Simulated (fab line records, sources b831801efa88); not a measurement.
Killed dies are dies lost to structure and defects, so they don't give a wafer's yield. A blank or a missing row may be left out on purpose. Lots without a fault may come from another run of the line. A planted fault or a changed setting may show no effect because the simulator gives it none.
fab line records | flow sky130
record lots=6 wafers=18 last_day=50
route steps=708 shown CAPM@554 METAL3@555
lots that met no fault: from a run of the same line without faults
start_h: hours from the record's first day to the start of the lot's first wafer shown | wait_h: hours since the lot's step before | " the same as in the row above | L1.1+2: a row that stands for several wafers | - no value, or no start given | * or withheld: withheld | < > ~ a bound
route shown NAME@n: a module of which the file shows steps, and the number in the route of the first | usual: mean/standard deviation of fault-free wafers | same: alike in all rows | chamber/n: place in a boat | sites: the reading at each site | _std_site: their standard deviation | _edge_site: outer sites' mean less inner sites' | radius_mm: how far each site lies from the wafer's centre | mask NAME#n: copy n | behind: the tool/chamber that last shaped the wafer | hold: why the lot was held/for how many hours/how that ended | device: the transistor (n, p or np) that didn't switch | end of line: the same wafers' tests at the end of the route | a step without rows: its recipe alone | killed: dies lost to structure and defects at the first sort, not the wafer's yield | map: a wafer's dies, x killed, . not, _ none there
set.NAME: the setting as run; set.NAME@STEP: as run at that earlier step | model.NAME: the simulator's own value behind a step, which no gauge read
lots at some steps of the route; a table a step, a row a wafer
services: from which hour (start_h, from the record's first day; less than 0 if before it) a tool's chamber was out of use, for how many hours, and why
## steps
# step SKY_CAPM_CLEAN_17
# recipe chemistry=O3/DIW dry=n2_spin
# step SKY_METAL3_DEHYDRATE_05
# recipe temp_c=200 time_s=60
# step SKY_METAL3_HMDS_06
# recipe prime_time_s=60 prime_temp_c=120
# step SKY_METAL3_COAT_07
# recipe resist=BARC temp_c=withheld time_s=withheld spin_rpm=3000 resist_thk_nm=60
# step SKY_METAL3_COAT_08
# recipe resist=KrF-thick spin_rpm=3000 resist_thk_nm=1140
# step SKY_METAL3_SOFTBAKE_09
# recipe temp_c=100 time_s=90 resist=KrF-thick
# step SKY_METAL3_EXPOSE_10
# recipe mask_id=MM3 na=0.68 source_shape=annular sigma_inner=0.4 sigma_outer=0.8 target_cd_nm=300 dose_mj=28
# step SKY_METAL3_PEB_11
# recipe peb_temp_c=withheld peb_time_s=withheld resist=KrF-thick
# step SKY_METAL3_DEVELOP_12
# recipe develop_time_s=60 resist=KrF-thick dev_temp_c=21
# step SKY_METAL3_CD_MEAS_13
# recipe target_cd_nm=300
# usual cd_nm=299.9/1.2
# columns lot.wafer tool chamber start_h wait_h cd_nm
L278.2 cd_sem-02 - 933.27 - 298.7
L278.3 " - " " 298.9
L278.6 " - " " 299.4
L282.1 cd_sem-02 - 1009.16 - 298.6
L282.5 " - " " 298.9
L282.6 " - " " 298.4
L281.3 cd_sem-02 - 1010.10 - 300.2
L281.4 " - " " 301.1
L281.5 " - " " 300.7
L288.2 cd_sem-02 - 1013.24 - 301.1
L288.5 " - " " 300.8
L288.6 " - " " 300.7
L292.2 cd_sem-01 - 1018.37 - 301.7
L292.3 " - " " 299.0
L292.6 " - " " 298.9
L298.1 cd_sem-02 - 1038.30 - 300.1
L298.3 " - " " 300.5
L298.6 " - " " 302.3
# step SKY_METAL3_OVL_MEAS_14
# usual METAL3_OVL=2/4.9
# columns lot.wafer tool chamber start_h wait_h METAL3_OVL[nm]
L278.2 overlay-02 - 933.38 0.1 -2
L278.3 " - " " -1
L278.6 " - " " 5
L282.1 overlay-02 - 1009.28 0.1 10
L282.5 " - " " 5
L282.6 " - " " 9
L281.3 overlay-01 - 1010.19 0.1 -6
L281.4 " - " " -2
L281.5 " - " " 6
L288.2 overlay-01 - 1013.35 0.1 -6
L288.5 " - " " -5
L288.6 " - " " -5
L292.2 overlay-02 - 1018.48 0.1 2
L292.3 " - " " -1
L292.6 " - " " -2
L298.1 overlay-01 - 1038.42 0.1 8
L298.3 " - " " 2
L298.6 " - " " 1
# step SKY_METAL3_DESCUM_15
# recipe chemistry=O2 source_power_w=150 bias_power_w=0 pressure_mtorr=10 temp_c=40 time_s=8
# usual drypump_motor_current_A=5.7/0.56 oes_product_au=0.998/0.0099 temp_c=40.01/0.12
# columns lot.wafer tool chamber start_h wait_h drypump_motor_current_A oes_product_au rf_hours_counter_h temp_c
L278.2 rie_metal-01 1 933.41 0.0 5.1 0.986 4 40.11
L278.3 " 0 " " 6.2 0.991 - 40.23
L278.6 " 1 " " 5.1 0.977 - 40.02
L282.1 rie_metal-01 0 1009.31 0.0 6.2 0.990 16 39.90
L282.5 " 1 " " 5.1 0.987 - 40.03
L282.6 " 0 " " 6.2 0.989 - 39.88
L281.3 rie_metal-01 0 1010.23 0.0 6.2 0.988 - 40.01
L281.4 " 1 " " 5.1 0.988 - 39.91
L281.5 " 1 " " 5.0 0.990 - 39.84
L288.2 rie_metal-02 1 1013.38 0.0 5.3 1.018 11 40.24
L288.5 " 1 " " 5.3 1.015 - 40.02
L288.6 " 0 " " 6.5 0.986 - 39.89
L292.2 rie_metal-01 1 1018.51 0.0 5.1 0.992 8 40.05
L292.3 " 1 " " 5.0 0.992 - 39.99
L292.6 " 1 " " 5.0 0.987 - 40.08
L298.1 rie_metal-01 1 1038.46 0.0 5.0 0.994 10 39.99
L298.3 " 1 " " 5.0 0.993 - 39.99
L298.6 " 1 " " 5.0 1.004 - 40.15
# step SKY_METAL3_ETCH_16
# recipe chemistry=N2/H2 target=BARC ion_energy_ev=200 bias_w=100 pressure_mtorr=30 n2_flow_sccm=100 h2_flow_sccm=200 icp_w=500 stop_on=SiO2 time_s=88.2 target_depth_a=600
# usual bias_w=100.02/0.28 chamber_pressure_mTorr=30.003/0.027 drypump_motor_current_A=5.7/0.56 n2_flow_sccm=99.99/0.29 oes_product_au=0.626/0.0049 throttle_valve_pct=13.205/0.0091
# columns lot.wafer tool chamber start_h wait_h bias_w chamber_pressure_mTorr drypump_motor_current_A n2_flow_sccm oes_product_au rf_hours_counter_h throttle_valve_pct model.KrF-thick_of_METAL3_COAT_08.thk_nm
L278.2 rie_metal-01 1 933.44 0.0 100.61 30.023 5.1 100.11 0.623 4 13.195 1075
L278.3 " 0 " " 99.78 30.005 6.2 100.06 0.644 - 13.214 1077
L278.6 " 1 " " 100.03 29.993 5.1 100.07 0.619 - 13.193 1078
L282.1 rie_metal-01 0 1009.34 0.0 - - - - - - - 1130
L282.5 " 1 " " - - - - - - - 1132
L282.6 " 0 " " - - - - - - - 1127
L281.3 rie_metal-01 0 1010.28 0.0 - - - - - - - 1130
L281.4 " 1 " " - - - - - - - 1128
L281.5 " 1 " " - - - - - - - 1129
L288.2 rie_metal-02 1 1013.41 0.0 100.38 30.029 5.3 100.05 0.632 11 13.209 1073
L288.5 " 1 " " 100.67 30.054 5.3 100.56 0.631 - 13.185 1073
L288.6 " 0 " " 99.74 30.024 6.5 99.88 0.629 - 13.207 1074
L292.2 rie_metal-01 1 1018.54 0.0 100.23 30.010 5.1 99.69 0.614 8 13.212 1080
L292.3 " 1 " " 100.06 29.987 5.1 100.06 0.633 - 13.211 1077
L292.6 " 1 " " 100.05 30.062 5.1 99.74 0.617 - 13.196 1078
L298.1 rie_metal-01 1 1038.52 0.1 100.03 30.001 5.1 99.74 0.624 10 13.215 1077
L298.3 " 1 " " 100.32 30.014 5.1 100.30 0.625 - 13.216 1076
L298.6 " 1 " " 100.22 29.980 5.1 99.95 0.631 - 13.203 1077
# step SKY_METAL3_ETCH_17
# recipe target=SiO2 stop_on=TiN chemistry=C4F8/O2/Ar source_w=1500 bias_w=1200 pressure_mtorr=40 c4f8_flow_sccm=withheld O2_flow_sccm=6 Ar_flow_sccm=300 time_s=3.9 target_depth_a=150
# usual bias_w=1200/3.3 chamber_pressure_mTorr=40.00/0.035 oes_product_au=0.750/0.0072
# columns lot.wafer tool chamber start_h wait_h bias_w chamber_pressure_mTorr oes_product_au rf_hours_counter_h
L278.2 rie_diel-02 3 933.54 0.1 1206 39.99 0.741 8
L278.3 " 0 " " 1200 39.99 0.740 21
L278.6 " 0 " " 1203 40.01 0.741 -
L282.1 rie_diel-03 2 1009.44 0.1 1193 39.97 0.370 21
L282.5 " 1 " " 1202 40.05 0.378 -
L282.6 " 2 " " 1201 40.02 0.377 -
L281.3 rie_diel-04 0 1010.35 0.0 1205 39.96 0.373 17
L281.4 " 1 " " 1203 40.00 0.372 3
L281.5 " 1 " " 1200 40.01 0.385 -
L288.2 rie_diel-03 2 1013.51 0.1 1203 40.01 0.761 21
L288.5 " 0 " " 1198 40.01 0.753 -
L288.6 " 3 " " 1200 40.02 0.762 -
L292.2 rie_diel-02 0 1018.64 0.1 1202 39.98 0.743 24
L292.3 " 3 " " 1203 39.93 0.746 11
L292.6 " 1 " " 1196 39.97 0.756 -
L298.1 rie_diel-02 2 1038.72 0.2 1194 40.02 0.747 8
L298.3 " 1 " " 1206 40.00 0.744 14
L298.6 " 3 " " 1201 40.03 0.758 -
# step SKY_METAL3_METAL_ETCH_18
# recipe target_depth_a=8450 stop_on=SiO2 over_etch_frac=0.3 time_s=183.1 chemistry=Cl2/BCl3 resist_sidewall_deg=88 pressure_mtorr=10 icp_w=900 bias_w=48.5 Cl2_flow_sccm=60 bcl3_flow_sccm=30
# usual bcl3_flow_sccm=30.01/0.087 bias_w=48.52/0.15 drypump_motor_current_A=5.9/0.46 oes_product_au=0.864/0.0077 throttle_valve_pct=22.264/0.0092
# columns lot.wafer tool chamber start_h wait_h bcl3_flow_sccm bias_w drypump_motor_current_A oes_product_au rf_hours_counter_h throttle_valve_pct model.KrF-thick_of_METAL3_COAT_08.thk_nm
L278.2 rie_metal-02 1 933.56 0.0 30.02 48.47 5.3 0.873 6.5 22.270 505.3
L278.3 " 1 " " 29.92 48.53 5.3 0.876 - 22.263 506.5
L278.6 " 1 " " 30.15 48.44 5.3 0.873 - 22.270 503.5
L282.1 rie_metal-03 1 1009.46 0.0 30.02 48.34 5.6 0.374 5.6 22.264 579.5
L282.5 " 1 " " 30.00 48.43 5.6 0.372 - 22.271 583.2
L282.6 " 0 " " 30.00 48.25 6.2 0.375 - 22.255 577.4
L281.3 rie_metal-02 1 1010.42 0.1 30.08 48.45 5.3 0.371 - 22.266 558.4
L281.4 " 0 " " 29.96 48.80 6.5 0.367 - 22.256 577.8
L281.5 " 1 " " 30.09 48.26 5.3 0.376 - 22.262 559
L288.2 rie_metal-03 1 1013.53 0.0 30.05 48.26 5.6 0.865 6.6 22.272 518.6
L288.5 " 0 " " 29.94 48.56 6.3 0.870 - 22.272 519.6
L288.6 " 1 " " 30.11 48.29 5.6 0.869 - 22.271 517
L292.2 rie_metal-03 0 1018.66 0.0 29.90 48.50 6.2 0.879 10.4 22.271 529.9
L292.3 " 0 " " 30.01 48.38 6.3 0.875 - 22.254 523.8
L292.6 " 0 " " 29.96 48.63 6.3 0.870 - 22.265 528.2
L298.1 rie_metal-03 0 1038.74 0.0 30.07 48.59 6.3 0.866 11.7 22.246 521.1
L298.3 " 0 " " 29.85 48.80 6.3 0.864 - 22.266 522.5
L298.6 " 0 " " 30.08 48.71 6.2 0.867 - 22.253 521.7
# step SKY_METAL3_STRIP_19
# recipe chemistry=O2/N2 power_w=1400 pressure_mtorr=1500 platen_temp_c=withheld o2_flow_sccm=3000 n2_flow_sccm=300 overash_fraction=0.5
# usual drypump_motor_current_A=5.6/0.55 n2_flow_sccm=300.0/0.84 o2_flow_sccm=3001/8.6 oes_product_au=0.501/0.0061 strip_time_to_endpoint_s=6.51/0.094
# columns lot.wafer tool chamber start_h wait_h drypump_motor_current_A n2_flow_sccm o2_flow_sccm oes_product_au rf_hours_counter_h strip_time_to_endpoint_s
L278.2 plasma_asher-03 1 933.73 0.1 4.9 300.2 3009 0.493 53 6.33
L278.3 " 0 " " 5.8 299.8 2994 0.492 - 6.33
L278.6 " 0 " " 5.8 300.6 2996 0.492 - 6.31
L282.1 plasma_asher-02 0 1009.64 0.1 6.7 299.2 3000 0.532 124 7.04
L282.5 " 0 " " 6.8 300.5 3004 0.526 - 7.08
L282.6 " 1 " " 5.4 300.8 3002 0.521 - 7.02
L281.3 plasma_asher-03 0 1010.58 0.1 5.8 299.8 2999 0.510 - 6.86
L281.4 " 1 " " 4.9 300.8 2994 0.524 - 7.03
L281.5 " 0 " " 5.8 300.9 3009 0.518 - 6.85
L288.2 plasma_asher-03 1 1013.70 0.1 4.9 300.1 3011 0.506 61 6.44
L288.5 " 0 " " 5.8 302.3 3000 0.499 - 6.45
L288.6 " 1 " " 4.9 300.2 3002 0.498 - 6.43
L292.2 plasma_asher-02 0 1018.83 0.1 6.8 299.1 3015 0.500 125 6.57
L292.3 " 1 " " 5.4 300.9 2998 0.496 - 6.50
L292.6 " 1 " " 5.3 300.8 2999 0.500 - 6.55
L298.1 plasma_asher-02 0 1038.91 0.1 6.7 299.4 2985 0.509 127 6.48
L298.3 " 0 " " 6.7 299.7 3003 0.493 - 6.50
L298.6 " 1 " " 5.4 301.9 3008 0.497 - 6.48
# step SKY_METAL3_STRIP_20
# recipe chemistry=post_etch_residue_remover time_s=1200 temp_c=72.5
## services
# columns tool chamber start_h hours kind
plasma_asher-02 - 924.88 1.4 repair
rie_diel-03 - 934.25 4.3 pm
rie_metal-03 0 938.67 11.0 repair
rie_metal-01 - 940.63 2.8 pm
rie_diel-04 - 944.37 14.6 pm
rie_diel-02 0 948.48 2.5 repair
rie_diel-04 3 959.14 5.7 repair
rie_diel-04 1 960.11 3.0 repair
plasma_asher-03 - 980.89 3.3 repair
rie_diel-03 2 988.33 1.7 repair
rie_diel-03 0 997.76 4.1 repair
rie_diel-04 2 998.49 7.2 repair
rie_diel-04 2 1030.46 1.3 repair
rie_metal-03 - 1031.39 0.3 repair
rie_diel-02 0 1034.32 12.5 repair
rie_metal-01 0 1036.98 2.0 repair
## key
first_sign step=SKY_METAL3_ETCH_16 reading=tool_record direction=missing
effect step=SKY_METAL3_ETCH_17 reading=oes_product_au direction=down sigmas=52 usual=0.750 struck=0.376
effect step=SKY_METAL3_METAL_ETCH_18 reading=oes_product_au direction=down sigmas=64 usual=0.864 struck=0.372
effect step=SKY_METAL3_STRIP_19 reading=strip_time_to_endpoint_s direction=up sigmas=5 usual=* struck=*
model_effect step=SKY_METAL3_ETCH_16 value=KrF-thick_of_METAL3_COAT_08.thk_nm without=1080 struck=1129
model_effect step=SKY_METAL3_METAL_ETCH_18 value=KrF-thick_of_METAL3_COAT_08.thk_nm without=523 struck=572.5
met_at SKY_METAL3_ETCH_16
struck_wafers L281.3,L281.4,L281.5,L282.1,L282.5,L282.6
later_rows_left_out L281.3,L281.4,L281.5,L282.1,L282.5,L282.6
sort_left_out L281.3,L281.4,L281.5,L282.1,L282.5,L282.6
onset_between 933.44 1009.34
fault kind=skipped_step_whole tool=rie_metal-01 chamber=- onset_h=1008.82 steps=SKY_METAL3_ETCH_16 scope=struck_lots_only
# sort_left_out: the simulated sort isn't trusted on such a fault, so these wafers' sort isn't shown, and their yield isn't known
# later_rows_left_out: the simulator's readings of these wafers behind a module that went badly wrong aren't trusted and aren't shown, but for the sort
